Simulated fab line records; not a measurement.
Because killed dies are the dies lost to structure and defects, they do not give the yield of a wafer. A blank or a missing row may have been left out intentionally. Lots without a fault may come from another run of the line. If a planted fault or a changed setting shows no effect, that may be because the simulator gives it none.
fab line records	flow gf180mcu
[record] lots = 13	wafers = 39	last_day = 34
route steps=602 shown STI@15 VT_IMPLANT@108
lots with no fault: from the same line, run without faults
start_h: hours from the record's opening day to when the first of the lot's shown wafers began	wait_h: hours since the lot's step before	" identical to the entry in the row above	L1.1+2: several wafers, shown together as one row	- either no value or no given start	* or withheld: withheld	< > ~ a bound
route shown NAME@n: a module of which the file shows steps, and the number in the route of the first	usual: mean and standard deviation over wafers with no fault	same: alike in all rows	chamber/n: place in a boat	sites: readings site by site	_std_site: the values' standard deviation	_edge_site: outer sites' mean less inner sites'	radius_mm: how far each site lies from the wafer's centre	mask NAME#n: copy n	behind: tool/chamber where the wafer was last shaped	hold: what put the lot on hold/how long, in hours/how the hold closed	device: which transistor (n, p or np) failed to switch	end of line: tests of these same wafers at the route's end	step lacking rows: just its recipe	killed: not the wafer's yield, but the dies lost to structure and defects at the first sort	map: the dies of a wafer, with x for killed, . for not killed, _ for no die there
set.NAME: the setting that was run; set.NAME@STEP: the one run at that earlier step	model.NAME: the simulator's own value behind a step, which no gauge read
a sample of lots followed through the steps of the route, with each step as a table and each wafer as a row
services: when a tool's chamber went out of use (start_h, in hours from the record's first day, below 0 if earlier), for how many hours, and the reason
[[steps]]
[step GF_STI_ETCH_14]
[recipe] target = Si	chemistry = HBr/Cl2/O2	target_depth_nm = 360	icp_w = 600	bias_w = 150	pressure_mtorr = 15	HBr_flow_sccm = 150	Cl2_flow_sccm = 40	O2_flow_sccm = 6	time_s = 102.9
[usual] drypump_motor_current_A = 5.8/0.6	oes_product_au = 0.998/0.016	run_length_s = 131.6/0.37	throttle_valve_pct = 25.660/0.013
lot.wafer	tool	chamber	start_h	wait_h	drypump_motor_current_A	oes_product_au	rf_hours_counter_h	run_length_s	throttle_valve_pct
L496.1	rie_si-02	1	25.85	0.0	6.4	0.981	106	131.8	25.670
L496.2	"	3	"	"	6.1	1.001	140	131.1	25.657
L496.6	"	1	"	"	6.5	0.969	-	131.6	25.685
L497.3	rie_si-01	1	30.28	0.0	5.3	0.997	60	131.9	25.657
L497.4	"	0	"	"	5.4	1.016	109	131.0	25.660
L497.6	"	0	"	"	5.3	1.012	-	131.0	25.642
L499.2	rie_si-02	2	40.82	0.0	6.8	1.015	136	132.2	25.652
L499.3	"	1	"	"	6.5	0.969	106	132.2	25.673
L499.5	"	0	"	"	6.4	0.990	-	131.5	25.670
L500.2	rie_si-01	3	46.27	0.0	5.0	0.991	27	131.7	25.665
L500.4	"	1	"	"	5.3	0.974	60	131.4	25.688
L500.5	"	1	"	"	5.3	0.983	-	131.7	25.669
L501.2	rie_si-01	3	51.78	0.0	4.9	1.005	27	132.6	25.651
L501.4	"	1	"	"	5.3	0.980	60	131.1	25.659
L501.5	"	2	"	"	5.8	1.003	-	132.2	25.636
L502.2	rie_si-01	3	56.58	0.0	4.9	0.988	27	132.1	25.674
L502.5	"	1	"	"	5.3	0.967	-	131.5	25.672
L502.6	"	2	"	"	5.7	1.003	-	132.0	25.654
L503.3	rie_si-02	0	62.30	0.0	6.4	1.001	10	131.7	25.674
L503.4	"	1	"	"	6.4	0.977	106	131.6	25.673
L503.6	"	2	"	"	6.8	1.020	-	132.0	25.644
L505.1	rie_si-02	3	71.20	0.0	6.1	0.995	140	131.4	25.653
L505.2	"	1	"	"	6.4	0.960	106	131.6	25.701
L505.4	"	0	"	"	6.4	0.980	10	131.5	25.669
L506.1	rie_si-01	2	77.35	0.0	5.7	1.009	91	131.7	25.665
L506.3	"	3	"	"	4.9	0.994	27	131.8	25.651
L506.4	"	0	"	"	5.4	1.020	109	130.8	25.652
L507.3	rie_si-01	0	81.80	0.0	5.4	1.024	109	130.9	25.634
L507.4	"	3	"	"	4.9	1.005	27	132.0	25.674
L507.6	"	0	"	"	5.3	1.020	-	131.2	25.658
L508.3	rie_si-01	0	87.45	0.0	5.4	1.015	110	93.3	25.650
L508.4	"	1	"	"	5.3	0.982	61	131.8	25.673
L508.6	"	1	"	"	5.3	0.978	-	131.4	25.672
L511.1	rie_si-02	1	103.05	0.0	6.5	0.964	106	131.6	25.666
L511.3	"	2	"	"	6.8	1.010	136	131.9	25.655
L511.6	"	2	"	"	6.8	1.022	-	132.2	25.638
L519.2	rie_si-02	2	143.12	0.0	6.8	1.010	137	131.9	25.656
L519.3	"	0	"	"	6.4	0.997	11	132.1	25.653
L519.6	"	1	"	"	6.5	0.981	-	131.5	25.685
[step GF_STI_STRIP_15]
[recipe] chemistry = O2/N2	power_w = 1400	pressure_mtorr = 1500	platen_temp_c = 250	o2_flow_sccm = 3000	n2_flow_sccm = 300	overash_fraction = 0.5
[usual] drypump_motor_current_A = 5.6/0.48	heater_power_w = 341/63	oes_product_au = 0.384/0.0056	strip_time_to_endpoint_s = 3.72/0.065
lot.wafer	tool	chamber	start_h	wait_h	drypump_motor_current_A	heater_power_w	oes_product_au	rf_hours_counter_h	strip_time_to_endpoint_s
L496.1	plasma_asher-04	1	25.92	0.0	6.2	315	0.384	38	3.83
L496.2	"	0	"	"	5.8	439	0.387	38	3.68
L496.6	"	1	"	"	6.1	314	0.394	-	3.82
L497.3	plasma_asher-04	1	30.38	0.1	6.2	318	0.380	-	3.78
L497.4	"	0	"	"	5.8	438	0.373	-	3.59
L497.6	"	0	"	"	5.9	439	0.384	-	3.62
L499.2	plasma_asher-02	1	40.89	0.0	5.2	415	0.384	16	3.68
L499.3	"	1	"	"	5.2	413	0.400	-	3.86
L499.5	"	0	"	"	5.1	312	0.389	-	3.79
L500.2	plasma_asher-02	1	46.34	0.0	5.2	412	0.381	16	3.72
L500.4	"	0	"	"	5.2	313	0.386	-	3.73
L500.5	"	1	"	"	5.2	402	0.391	-	3.81
L501.2	plasma_asher-03	1	51.85	0.0	6.1	292	0.378	44	3.64
L501.4	"	0	"	"	5.0	269	0.379	-	3.62
L501.5	"	0	"	"	5.0	264	0.378	-	3.58
L502.2	plasma_asher-02	0	56.65	0.0	5.1	311	0.388	17	3.77
L502.5	"	0	"	"	5.1	319	0.387	-	3.80
L502.6	"	1	"	"	5.1	417	0.395	-	3.82
L503.3	plasma_asher-02	1	62.41	0.1	5.2	416	0.380	-	3.71
L503.4	"	0	"	"	5.1	313	0.382	-	3.76
L503.6	"	1	"	"	5.2	413	0.383	-	3.66
L505.1	plasma_asher-03	0	71.27	0.0	5.0	274	0.391	45	3.83
L505.2	"	1	"	"	6.1	287	0.380	45	3.68
L505.4	"	1	"	"	6.1	287	0.378	-	3.70
L506.1	plasma_asher-04	1	77.42	0.0	6.2	325	0.379	43	3.74
L506.3	"	0	"	"	5.9	438	0.373	-	3.59
L506.4	"	1	"	"	6.1	321	0.386	-	3.60
L507.3	plasma_asher-02	0	81.91	0.1	5.1	312	0.378	-	3.65
L507.4	"	1	"	"	5.2	410	0.386	-	3.74
L507.6	"	0	"	"	5.1	311	0.394	-	3.80
L508.3	plasma_asher-03	0	87.56	0.1	5.0	268	0.406	-	4.20
L508.4	"	1	"	"	6.1	292	0.391	-	3.74
L508.6	"	0	"	"	5.0	270	0.379	-	3.77
L511.1	plasma_asher-04	0	103.12	0.0	5.8	437	0.395	46	3.82
L511.3	"	0	"	"	5.8	436	0.382	-	3.82
L511.6	"	1	"	"	6.2	326	0.387	-	3.67
L519.2	plasma_asher-04	1	143.19	0.0	6.1	322	0.381	50	3.63
L519.3	"	0	"	"	5.8	441	0.387	-	3.70
L519.6	"	1	"	"	6.1	317	0.379	-	3.72
[step GF_STI_THK_MEAS_30]
[recipe] reads = SiO2_of_STI_OXIDATION_29
[usual] STI_OXIDATION_02_THK = 9.89/0.19
lot.wafer	tool	chamber	start_h	wait_h	STI_OXIDATION_02_THK[nm]
L496.1	film_metro-03	-	30.05	0.0	9.94
L496.2	"	-	"	"	10.15
L496.6	"	-	"	"	10.05
L497.3	film_metro-03	-	35.61	0.0	10.00
L497.4	"	-	"	"	10.05
L497.6	"	-	"	"	10.09
L499.2	film_metro-01	-	48.55	0.0	9.98
L499.3	"	-	"	"	9.93
L499.5	"	-	"	"	10.07
L500.2	film_metro-01	-	51.19	0.0	9.70
L500.4	"	-	"	"	9.66
L500.5	"	-	"	"	9.77
L501.2	film_metro-03	-	57.25	0.0	10.01
L501.4	"	-	"	"	9.81
L501.5	"	-	"	"	10.01
L502.2	film_metro-04	-	60.86	0.0	9.50
L502.5	"	-	"	"	9.58
L502.6	"	-	"	"	9.49
L503.3	film_metro-01	-	67.44	0.0	9.89
L503.4	"	-	"	"	9.95
L503.6	"	-	"	"	9.95
L505.1	film_metro-03	-	75.65	0.0	9.43
L505.2	"	-	"	"	9.70
L505.4	"	-	"	"	9.69
L506.1	film_metro-03	-	82.66	0.0	9.73
L506.3	"	-	"	"	9.89
L506.4	"	-	"	"	9.93
L507.3	film_metro-01	-	86.40	0.0	10.05
L507.4	"	-	"	"	10.22
L507.6	"	-	"	"	10.14
L508.3	film_metro-01	-	92.93	0.0	9.95
L508.4	"	-	"	"	10.10
L508.6	"	-	"	"	10.04
L511.1	film_metro-01	-	108.96	0.0	9.96
L511.3	"	-	"	"	9.84
L511.6	"	-	"	"	9.87
L519.2	film_metro-03	-	148.70	0.0	9.97
L519.3	"	-	"	"	10.16
L519.6	"	-	"	"	10.10
[step GF_VT_IMPLANT_OVL_MEAS_18]
[usual] VT_IMPLANT_01_OVL = 0.5/1.2
lot.wafer	tool	chamber	start_h	wait_h	VT_IMPLANT_01_OVL[nm]
L496.1	overlay-01	-	126.03	0.1	1.5
L496.2	"	-	"	"	0.8
L496.6	"	-	"	"	0.0
L497.3	overlay-01	-	130.94	0.1	0.1
L497.4	"	-	"	"	-0.2
L497.6	"	-	"	"	-1.1
L499.2	overlay-02	-	144.03	0.1	-0.4
L499.3	"	-	"	"	0.8
L499.5	"	-	"	"	0.1
L500.2	overlay-01	-	148.94	0.1	-1.6
L500.4	"	-	"	"	0.1
L500.5	"	-	"	"	-0.8
L501.2	overlay-02	-	156.77	0.1	0.8
L501.4	"	-	"	"	-0.4
L501.5	"	-	"	"	1.6
L502.2	overlay-01	-	161.83	0.1	0.5
L502.5	"	-	"	"	0.6
L502.6	"	-	"	"	2.0
L503.3	overlay-02	-	168.79	0.1	-1.7
L503.4	"	-	"	"	0.0
L503.6	"	-	"	"	1.0
L505.1	overlay-01	-	179.22	0.1	0.6
L505.2	"	-	"	"	0.6
L505.4	"	-	"	"	0.0
L506.1	overlay-02	-	186.97	0.1	-0.6
L506.3	"	-	"	"	0.6
L506.4	"	-	"	"	-0.4
L507.3	overlay-01	-	193.04	0.1	1.3
L507.4	"	-	"	"	-0.1
L507.6	"	-	"	"	-1.8
L508.3	overlay-01	-	200.74	0.1	-0.7
L508.4	"	-	"	"	0.1
L508.6	"	-	"	"	-1.3
L511.1	overlay-01	-	220.61	0.1	0.5
L511.3	"	-	"	"	0.9
L511.6	"	-	"	"	1.3
L519.2	overlay-02	-	272.54	0.1	1.3
L519.3	"	-	"	"	1.4
L519.6	"	-	"	"	1.4
[step GF_VT_IMPLANT_STRIP_20]
[recipe] chemistry = O2/N2	power_w = 1400	pressure_mtorr = 1500	platen_temp_c = 250	o2_flow_sccm = 3000	n2_flow_sccm = 300	overash_fraction = 0.5
[usual] drypump_motor_current_A = 5.6/0.48	heater_power_w = 340/58	oes_product_au = 0.716/0.0043	strip_time_to_endpoint_s = 12.66/0.037
lot.wafer	tool	chamber	start_h	wait_h	drypump_motor_current_A	heater_power_w	oes_product_au	rf_hours_counter_h	strip_time_to_endpoint_s
L496.1	plasma_asher-02	0	126.37	0.2	5.1	319	0.713	25	12.70
L496.2	"	1	"	"	5.2	413	0.718	25	12.70
L496.6	"	1	"	"	5.2	416	0.717	-	12.69
L497.3	plasma_asher-02	0	131.14	0.1	5.1	313	0.710	-	12.58
L497.4	"	1	"	"	5.2	404	0.715	-	12.59
L497.6	"	1	"	"	5.2	410	0.725	-	12.62
L499.2	plasma_asher-01	1	144.21	0.1	5.7	330	0.712	2	12.65
L499.3	"	0	"	"	6.2	435	0.717	-	12.67
L499.5	"	1	"	"	5.7	336	0.721	-	12.66
L500.2	plasma_asher-03	1	149.12	0.1	6.1	288	0.718	54	12.62
L500.4	"	1	"	"	6.1	281	0.708	-	12.63
L500.5	"	1	"	"	6.1	281	0.719	-	12.65
L501.2	plasma_asher-01	1	156.95	0.1	5.7	334	0.713	4	12.71
L501.4	"	0	"	"	6.2	427	0.725	-	12.73
L501.5	"	0	"	"	6.3	422	0.716	-	12.70
L502.2	plasma_asher-03	1	162.01	0.1	6.1	293	0.716	55	12.69
L502.5	"	0	"	"	5.0	273	0.717	-	12.71
L502.6	"	1	"	"	6.1	294	0.716	-	12.71
L503.3	plasma_asher-02	0	169.00	0.1	5.1	319	0.711	-	12.63
L503.4	"	1	"	"	5.2	417	0.706	-	12.66
L503.6	"	1	"	"	5.2	410	0.724	-	12.67
L505.1	plasma_asher-01	1	179.40	0.1	5.7	335	0.722	6	12.65
L505.2	"	0	"	"	6.2	425	0.714	6	12.68
L505.4	"	0	"	"	6.2	419	0.714	-	12.71
L506.1	plasma_asher-02	1	187.16	0.1	5.2	414	0.713	31	12.65
L506.3	"	0	"	"	5.2	308	0.711	-	12.69
L506.4	"	1	"	"	5.2	413	0.711	-	12.68
L507.3	plasma_asher-03	1	193.24	0.1	6.1	295	0.727	-	12.66
L507.4	"	0	"	"	5.0	274	0.714	-	12.64
L507.6	"	0	"	"	5.0	268	0.723	-	12.64
L508.3	plasma_asher-01	1	200.95	0.1	5.7	331	0.722	-	12.62
L508.4	"	0	"	"	6.2	425	0.720	-	12.67
L508.6	"	1	"	"	5.7	339	0.716	-	12.62
L511.1	plasma_asher-03	0	220.80	0.1	5.0	269	0.714	61	12.64
L511.3	"	1	"	"	6.1	285	0.712	-	12.66
L511.6	"	1	"	"	6.1	290	0.719	-	12.67
L519.2	plasma_asher-02	1	272.72	0.1	5.2	411	0.716	40	12.69
L519.3	"	0	"	"	5.1	316	0.716	-	12.69
L519.6	"	0	"	"	5.1	317	0.718	-	12.71
[[services]]
tool	chamber	start_h	hours	kind
rie_si-02	2	8.31	2.8	repair
rie_si-01	-	39.69	2.8	pm
rie_si-01	3	58.80	8.4	repair
plasma_asher-04	-	61.29	0.4	repair
plasma_asher-03	-	62.59	2.0	repair
rie_si-01	0	89.14	21.7	repair
rie_si-01	-	101.68	0.7	repair
plasma_asher-01	-	108.75	9.0	pm
plasma_asher-01	-	122.43	2.8	pm
rie_si-02	3	127.24	-	clean
rie_si-02	3	127.24	24.5	scheduled_down
rie_si-02	3	127.24	24.5	vent_cycle
rie_si-01	1	148.05	2.0	repair
plasma_asher-01	-	175.44	1.5	repair
plasma_asher-03	-	194.50	0.7	repair
rie_si-02	0	206.75	5.0	repair
plasma_asher-03	-	209.59	0.6	repair
plasma_asher-01	-	223.42	2.9	repair
plasma_asher-04	-	232.08	7.8	repair
rie_si-02	-	237.91	14.6	pm
plasma_asher-02	-	246.31	1.2	repair
rie_si-01	0	257.32	-	clean
rie_si-01	0	257.32	15.9	scheduled_down
rie_si-01	0	257.32	15.9	vent_cycle
[[key]]
[first_sign] step = GF_STI_ETCH_14	reading = run_length_s	direction = down	sigmas = 99+	usual = *	struck = *
[effect] step = GF_STI_STRIP_15	reading = strip_time_to_endpoint_s	direction = up	sigmas = 7.4	usual = *	struck = *
met_at GF_STI_ETCH_14
struck_lots L508
struck_wafers L508.3
sort_left_out L508.3
tester_left_out L508
not_acting_at GF_STI_THK_MEAS_30,GF_VT_IMPLANT_OVL_MEAS_18,GF_VT_IMPLANT_STRIP_20
onset_between 81.80 87.45
[fault] kind = process_parameter_drift	tool = rie_si-01	chamber = -	onset_h = 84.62	steps = GF_STI_ETCH_14	channel = time_s	offset = *	shape = step	end_h = 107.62	scope = struck_wafers_only	acts_in = *	stated = *
// tester_left_out: of these lots the tester's yield and bins aren't shown, on N5 and GAA mostly nor the transistor test; their killed dies are dies lost to structure and defects alone, not to doping, threshold or leakage, so they don't give the yield
// sort_left_out: the simulated sort isn't trusted on such a fault, so these wafers' sort isn't shown, and their yield isn't known
